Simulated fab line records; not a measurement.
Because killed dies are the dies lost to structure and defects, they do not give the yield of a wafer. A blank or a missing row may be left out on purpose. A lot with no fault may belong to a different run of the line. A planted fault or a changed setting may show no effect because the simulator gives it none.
fab line records	flow gf180mcu
record lots=13	wafers=39	last-day=34
route steps=602 shown LVPWELL@65 DUAL_GATE@154 SAB@272 V1@359
lots that met no fault: from a run of the same line without faults
start-h: hours from the record's opening day to when the first of the lot's shown wafers began	wait-h: hours from the lot's prior step to this one	" same as the row above	L1.1+2: a row that stands for several wafers	- no value present, or no start provided	* or withheld: withheld	< > ~ a bound
route shown NAME@n: a module of which the file shows steps, and the number in the route of the first	usual: mean/standard deviation of fault-free wafers	same: alike in all rows	chamber/n: place in a boat	sites: each site's reading	_std_site: how widely they spread, as a standard deviation	_edge_site: the outer-site mean with the inner-site mean subtracted	radius-mm: for every site, how far away it sits from the centre of the wafer	mask NAME#n: copy n	behind: the most recent tool/chamber to have shaped the wafer	hold: the reason the lot was held/the length of the hold in hours/how it ended	device: names the non-switching transistor (n, p or np)	end of line: tests run on the same wafers once the route is complete	a step given without rows: its recipe and nothing more	killed: count of dies lost to structure and defects at first sort (not the wafer's yield)	map: the dies of a wafer, with x for killed, . for not killed, _ for no die there
set.NAME: setting as actually run; set.NAME@STEP: the setting as run at that earlier step	model.NAME: the simulator's own value behind a step, which no gauge read
the route's steps for a sample of lots (tables are steps, rows are wafers)
services: when a tool's chamber went out of use (start-h, in hours from the record's first day, below 0 if earlier), for how many hours, and the reason
## steps
# step GF_LVPWELL_TW_MEAS_11
# usual LVPWELL_TW=558/6
lot.wafer	tool	chamber	start-h	wait-h	LVPWELL_TW
L901.1	film-metro-02	-	81.70	0.1	554
L901.2	"	-	"	"	553
L901.3	"	-	"	"	554
L909.1	film-metro-04	-	117.66	0.1	559
L909.3	"	-	"	"	561
L909.4	"	-	"	"	560
L911.1	film-metro-04	-	131.65	0.1	560
L911.2	"	-	"	"	557
L911.3	"	-	"	"	558
L912.2	film-metro-02	-	135.81	0.1	551
L912.3	"	-	"	"	551
L912.6	"	-	"	"	549
L913.2	film-metro-02	-	145.21	0.1	550
L913.4	"	-	"	"	551
L913.6	"	-	"	"	551
L914.1	film-metro-02	-	151.46	0.1	554
L914.5	"	-	"	"	553
L914.6	"	-	"	"	551
L916.1	film-metro-04	-	159.06	0.1	558
L916.2	"	-	"	"	559
L916.5	"	-	"	"	557
L917.1	film-metro-02	-	166.05	0.1	554
L917.5	"	-	"	"	553
L917.6	"	-	"	"	553
L918.1	film-metro-04	-	173.96	0.1	558
L918.2	"	-	"	"	556
L918.4	"	-	"	"	559
L919.1	film-metro-04	-	180.00	0.1	557
L919.2	"	-	"	"	559
L919.3	"	-	"	"	556
L920.1	film-metro-04	-	182.65	0.1	560
L920.5	"	-	"	"	559
L920.6	"	-	"	"	556
L922.1	film-metro-02	-	198.20	0.1	553
L922.2	"	-	"	"	555
L922.3	"	-	"	"	554
L923.2	film-metro-01	-	199.32	0.1	568
L923.3	"	-	"	"	568
L923.5	"	-	"	"	570
# step GF_DUAL_GATE_STRIP_13
# recipe chemistry=O2/N2	power-w=1400	pressure-mtorr=1500	platen-temp-c=250	o2-flow-sccm=3000	n2-flow-sccm=300	overash-fraction=0.5
# usual chamber-pressure-mTorr=1500.1/1.4	drypump-motor-current-A=5.8/0.62	heater-power-w=326/14	oes-product-au=0.716/0.0044	strip-time-to-endpoint-s=12.63/0.045
lot.wafer	tool	chamber	start-h	wait-h	chamber-pressure-mTorr	drypump-motor-current-A	heater-power-w	oes-product-au	rf-hours-counter-h	strip-time-to-endpoint-s
L901.1	plasma-asher-04	0	191.13	0.0	1499.8	5.0	327	0.713	46	12.66
L901.2	"	1	"	"	1500.2	6.7	337	0.718	46	12.66
L901.3	"	0	"	"	1500.6	4.9	312	0.727	-	12.66
L909.1	plasma-asher-02	0	238.49	0.0	1498.5	5.6	315	0.716	13	12.57
L909.3	"	0	"	"	1502.5	5.6	321	0.712	-	12.57
L909.4	"	1	"	"	1502.5	6.4	306	0.712	-	12.57
L911.1	plasma-asher-04	1	252.28	0.0	1498.6	6.7	340	0.723	52	12.59
L911.2	"	0	"	"	1500.4	4.9	319	0.712	52	12.62
L911.3	"	0	"	"	1500.1	4.9	325	0.715	-	12.59
L912.2	plasma-asher-04	1	257.98	0.0	1501.0	6.7	334	0.720	53	12.56
L912.3	"	1	"	"	1499.5	6.7	346	0.715	-	12.57
L912.6	"	0	"	"	1501.4	4.9	313	0.718	-	12.53
L913.2	plasma-asher-04	0	267.89	0.0	1499.6	4.9	311	0.712	54	12.61
L913.4	"	1	"	"	1498.7	6.7	335	0.713	-	12.65
L913.6	"	1	"	"	1501.8	6.7	343	0.717	-	12.64
L914.1	plasma-asher-03	1	278.69	0.0	1500.1	5.7	323	0.718	66	12.59
L914.5	"	1	"	"	1499.7	5.7	321	0.725	-	12.55
L914.6	"	0	"	"	1500.3	5.2	348	0.718	-	12.58
L916.1	plasma-asher-04	0	287.43	0.0	1499.3	4.9	324	0.715	56	12.59
L916.2	"	1	"	"	1500.1	6.8	344	0.725	56	12.66
L916.5	"	0	"	"	1501.1	4.9	316	0.722	-	12.60
L917.1	plasma-asher-02	0	294.78	0.0	1500.4	5.6	322	0.717	18	12.57
L917.5	"	1	"	"	1499.0	6.4	317	0.714	-	12.60
L917.6	"	0	"	"	1498.6	5.6	330	0.713	-	12.58
L918.1	plasma-asher-03	1	304.39	0.0	1503.0	5.7	324	0.713	69	12.53
L918.2	"	0	"	"	1499.0	5.3	343	0.721	69	12.57
L918.4	"	0	"	"	1498.6	5.3	349	0.719	-	12.58
L919.1	plasma-asher-04	1	311.19	0.0	1499.4	6.7	342	0.716	58	12.70
L919.2	"	0	"	"	1498.9	4.9	329	0.710	58	12.67
L919.3	"	1	"	"	1499.4	6.7	345	0.721	-	12.69
L920.1	plasma-asher-02	1	317.78	0.0	1499.5	6.4	307	0.717	20	12.61
L920.5	"	1	"	"	1500.8	6.4	317	0.725	-	12.58
L920.6	"	0	"	"	1496.1	5.6	323	0.727	-	12.61
L922.1	plasma-asher-04	0	336.14	0.0	1499.4	4.9	315	0.719	61	12.70
L922.2	"	1	"	"	1501.6	6.7	346	0.717	61	12.70
L922.3	"	0	"	"	1498.7	4.9	322	0.715	-	12.71
L923.2	plasma-asher-03	1	337.48	0.0	1501.2	5.7	327	0.722	73	12.59
L923.3	"	1	"	"	1499.8	5.7	317	0.717	-	12.64
L923.5	"	1	"	"	1499.8	5.7	320	0.711	-	12.63
# step GF_SAB_DEVELOP_08
# recipe develop-time-s=60	dev-temp-c=23
# usual resist-line-temp-C=23.00/0.099
lot.wafer	tool	chamber	start-h	wait-h	resist-line-temp-C
L901.1	litho-track-03	0	358.41	0.1	23.02
L901.2	"	0	"	"	22.98
L901.3	"	0	"	"	23.00
L909.1	litho-track-04	0	417.06	0.1	22.98
L909.3	"	0	"	"	23.02
L909.4	"	0	"	"	22.97
L911.1	litho-track-03	0	433.11	0.1	23.03
L911.2	"	0	"	"	23.24
L911.3	"	0	"	"	23.15
L912.2	litho-track-02	0	441.04	0.1	22.84
L912.3	"	0	"	"	22.88
L912.6	"	0	"	"	22.81
L913.2	litho-track-02	0	458.74	0.1	22.91
L913.4	"	0	"	"	23.12
L913.6	"	0	"	"	22.95
L914.1	litho-track-04	0	468.06	0.1	22.93
L914.5	"	0	"	"	22.85
L914.6	"	0	"	"	22.94
L916.1	litho-track-04	0	480.96	0.1	23.01
L916.2	"	0	"	"	23.07
L916.5	"	0	"	"	22.98
L917.1	litho-track-02	0	486.57	0.1	23.08
L917.5	"	0	"	"	23.08
L917.6	"	0	"	"	23.21
L918.1	litho-track-03	0	498.06	0.1	23.11
L918.2	"	0	"	"	23.14
L918.4	"	0	"	"	22.99
L919.1	litho-track-04	0	507.51	0.1	22.96
L919.2	"	0	"	"	23.17
L919.3	"	0	"	"	23.21
L920.1	litho-track-02	0	513.16	0.1	22.90
L920.5	"	0	"	"	23.10
L920.6	"	0	"	"	23.05
L922.1	litho-track-03	0	533.21	0.1	22.97
L922.2	"	0	"	"	22.85
L922.3	"	0	"	"	22.97
L923.2	litho-track-04	0	534.99	0.1	23.01
L923.3	"	0	"	"	22.84
L923.5	"	0	"	"	22.84
# step GF_SAB_CD_MEAS_09
# recipe target-cd-nm=420
# usual cd-nm=419.5/2.4
lot.wafer	tool	chamber	start-h	wait-h	cd-nm
L901.1	cd-sem-01	-	358.56	0.1	418.3
L901.2	"	-	"	"	418.4
L901.3	"	-	"	"	418.8
L909.1	cd-sem-02	-	417.21	0.1	418.6
L909.3	"	-	"	"	421.3
L909.4	"	-	"	"	419.5
L911.1	cd-sem-02	-	433.26	0.1	429.4
L911.2	"	-	"	"	428.1
L911.3	"	-	"	"	428.2
L912.2	cd-sem-01	-	441.19	0.1	421.9
L912.3	"	-	"	"	421.5
L912.6	"	-	"	"	421.3
L913.2	cd-sem-02	-	458.89	0.1	418.8
L913.4	"	-	"	"	420.3
L913.6	"	-	"	"	420.9
L914.1	cd-sem-02	-	468.21	0.1	421.9
L914.5	"	-	"	"	421.3
L914.6	"	-	"	"	419.8
L916.1	cd-sem-01	-	481.11	0.1	422.6
L916.2	"	-	"	"	418.1
L916.5	"	-	"	"	419.8
L917.1	cd-sem-01	-	486.72	0.1	422.0
L917.5	"	-	"	"	421.3
L917.6	"	-	"	"	421.3
L918.1	cd-sem-01	-	498.21	0.1	420.7
L918.2	"	-	"	"	421.5
L918.4	"	-	"	"	422.4
L919.1	cd-sem-02	-	507.66	0.1	416.6
L919.2	"	-	"	"	416.4
L919.3	"	-	"	"	415.7
L920.1	cd-sem-01	-	513.31	0.1	423.3
L920.5	"	-	"	"	423.2
L920.6	"	-	"	"	419.5
L922.1	cd-sem-02	-	533.36	0.1	421.3
L922.2	"	-	"	"	419.9
L922.3	"	-	"	"	420.0
L923.2	cd-sem-01	-	535.13	0.1	418.5
L923.3	"	-	"	"	418.9
L923.5	"	-	"	"	419.6
# step GF_V1_RS_MEAS_24
# recipe thk-meas-gauge=four-point-probe	reads=W_of_V1_CVD_23+TiN_of_V1_SPUTTER_22+Ti_of_V1_SPUTTER_21
# usual V1_W_RS=0.328/0.0045
lot.wafer	tool	chamber	start-h	wait-h	V1_W_RS[ohm/sq]
L901.1	film-metro-04	-	432.61	0.1	0.319
L901.2	"	-	"	"	0.330
L901.3	"	-	"	"	0.320
L909.1	film-metro-04	-	496.14	0.1	0.331
L909.3	"	-	"	"	0.332
L909.4	"	-	"	"	0.328
L911.1	film-metro-01	-	510.82	0.1	0.320
L911.2	"	-	"	"	0.329
L911.3	"	-	"	"	0.320
L912.2	film-metro-03	-	518.72	0.1	0.334
L912.3	"	-	"	"	0.328
L912.6	"	-	"	"	0.332
L913.2	film-metro-04	-	533.86	0.1	0.329
L913.4	"	-	"	"	0.334
L913.6	"	-	"	"	0.332
L914.1	film-metro-01	-	543.24	0.1	0.329
L914.5	"	-	"	"	0.336
L914.6	"	-	"	"	0.331
L916.1	film-metro-03	-	556.06	0.1	0.329
L916.2	"	-	"	"	0.331
L916.5	"	-	"	"	0.332
L917.1	film-metro-03	-	561.60	0.1	0.327
L917.5	"	-	"	"	0.324
L917.6	"	-	"	"	0.330
L918.1	film-metro-01	-	572.15	0.1	0.323
L918.2	"	-	"	"	0.328
L918.4	"	-	"	"	0.327
L919.1	film-metro-04	-	579.90	0.1	0.326
L919.2	"	-	"	"	0.330
L919.3	"	-	"	"	0.330
L920.1	film-metro-04	-	587.31	0.1	0.330
L920.5	"	-	"	"	0.329
L920.6	"	-	"	"	0.331
L922.1	film-metro-04	-	604.69	0.1	0.326
L922.2	"	-	"	"	0.323
L922.3	"	-	"	"	0.325
L923.2	film-metro-03	-	606.38	0.1	0.326
L923.3	"	-	"	"	0.326
L923.5	"	-	"	"	0.322
## services
tool	chamber	start-h	hours	kind
plasma-asher-02	-	243.94	6.2	repair
plasma-asher-02	-	289.28	1.8	repair
plasma-asher-02	-	319.01	50.6	pm
plasma-asher-03	-	345.72	15.6	pm
plasma-asher-02	-	379.30	14.0	repair
plasma-asher-02	-	405.47	13.7	repair
plasma-asher-04	-	421.25	9.0	pm
plasma-asher-04	0	421.25	9.0	vent-cycle
plasma-asher-04	1	421.25	9.0	vent-cycle
plasma-asher-04	0	430.25	-	clean
plasma-asher-04	1	430.25	-	clean
plasma-asher-02	-	483.08	3.5	repair
## key
first-sign step=GF_SAB_CD_MEAS_09	reading=cd-nm	direction=up	sigmas=3.8	usual=419.5	struck=428.6	through=control-loop
effect none on later readings
met-at GF_SAB_DEVELOP_08
struck-lots L911
tester-left-out L911
loop-trim step=GF_SAB_EXPOSE_06	setting=dose	lots=L911
not-acting-at GF_LVPWELL_TW_MEAS_11,GF_DUAL_GATE_STRIP_13,GF_V1_RS_MEAS_24
onset-between 358.41 433.11
fault kind=process-parameter-drift	tool=litho-track-03	chamber=-	onset-h=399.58	steps=GF_SAB_DEVELOP_08	channel=develop-time-s	offset=*	shape=step	end-h=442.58	acts-in=*	stated=*
# tester-left-out: of these lots the tester's yield and bins aren't shown, on N5 and GAA mostly nor the transistor test; their killed dies are dies lost to structure and defects alone, not to doping, threshold or leakage, so they don't give the yield
# loop-trim: a control loop set the setting to another value than it would have without faults
